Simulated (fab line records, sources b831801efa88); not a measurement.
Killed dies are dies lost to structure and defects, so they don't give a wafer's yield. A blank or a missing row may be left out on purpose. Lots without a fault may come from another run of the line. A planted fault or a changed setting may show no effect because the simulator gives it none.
One fault seen from 2 desks | flow sky130 | each desk has only its own numbers; what lay behind them comes last

THE TOOL OWNER'S DESK: hdpcvd-01
The tool's own readings at SKY_VIA3_HDPCVD_00 (deposits SiO2, target thk 1635 nm, time 272.5 s): means of the sampled wafers that have a number, for each lot that ran on this tool. A lot is out of limits, marked OUT, if its mean lies more than 4 standard deviations from the usual mean; the brackets give that distance.
Columns: A = run_length_s at SKY_VIA3_HDPCVD_00, usual 300.3 s; B = susceptor_temp_C at SKY_VIA3_HDPCVD_00, usual 399.99 C
lot  | first seen here | A               | B
L288 | day 39 11:23    | 299.9           | 400.11
L290 | day 40 07:05    | 300.1           | 399.83
L293 | day 41 06:55    | 300.6           | 399.84
L296 | day 42 01:16    | 300.9           | 399.63
L300 | day 43 02:26    | 307.6 (+13) OUT | 400.24
L301 | day 43 11:44    | 307.4 (+13) OUT | 400.01
This desk's finding: out of limits on L300, L301; first on L300, day 43 02:26 (run_length_s at SKY_VIA3_HDPCVD_00). In limits: L288, L290, L293, L296.

THE METROLOGY DESK
What the gauges read, lot by lot, whatever tool the lot ran on: means of the sampled wafers that have a number. A lot is out of limits, marked OUT, if its mean lies more than 4 standard deviations from the usual mean; the brackets give that distance.
Columns: A = METAL1_ALCU_RS at SKY_METAL1_RS_MEAS_05, usual 0.1264 ohm/sq
lot  | first seen here | A
L286 | day 31 17:36    | 0.1254
L288 | day 32 15:29    | 0.1270
L290 | day 33 10:41    | 0.1275
L291 | day 33 17:41    | 0.1263
L294 | day 34 11:23    | 0.1262
L293 | day 34 12:32    | 0.1266
L296 | day 35 10:26    | 0.1269
L300 | day 36 13:33    | 0.1272
L301 | day 36 22:58    | 0.1270
L306 | day 38 00:41    | 0.1268
L307 | day 38 19:08    | 0.1273
L308 | day 39 00:34    | 0.1266
This desk's finding: nothing out of limits on any of the 12 lots.

PUT TOGETHER
The tool owner's desk could have raised an alarm at day 43 02:26, on L300, L301.
The metrology desk saw nothing out of limits.
The metrology desk has L300, L301 on record, within its limits.
Of the lots named, all ran SKY_VIA3_HDPCVD_00 on hdpcvd-01.

WHAT THE SIMULATOR HAD PUT IN
Process parameter drift: hdpcvd-01, from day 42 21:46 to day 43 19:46, at SKY_VIA3_HDPCVD_00. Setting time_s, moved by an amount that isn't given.
Lots struck among those shown: L300, L301.
Hours from the fault's start to each desk's first reading out of limits: the tool owner's desk, 5.
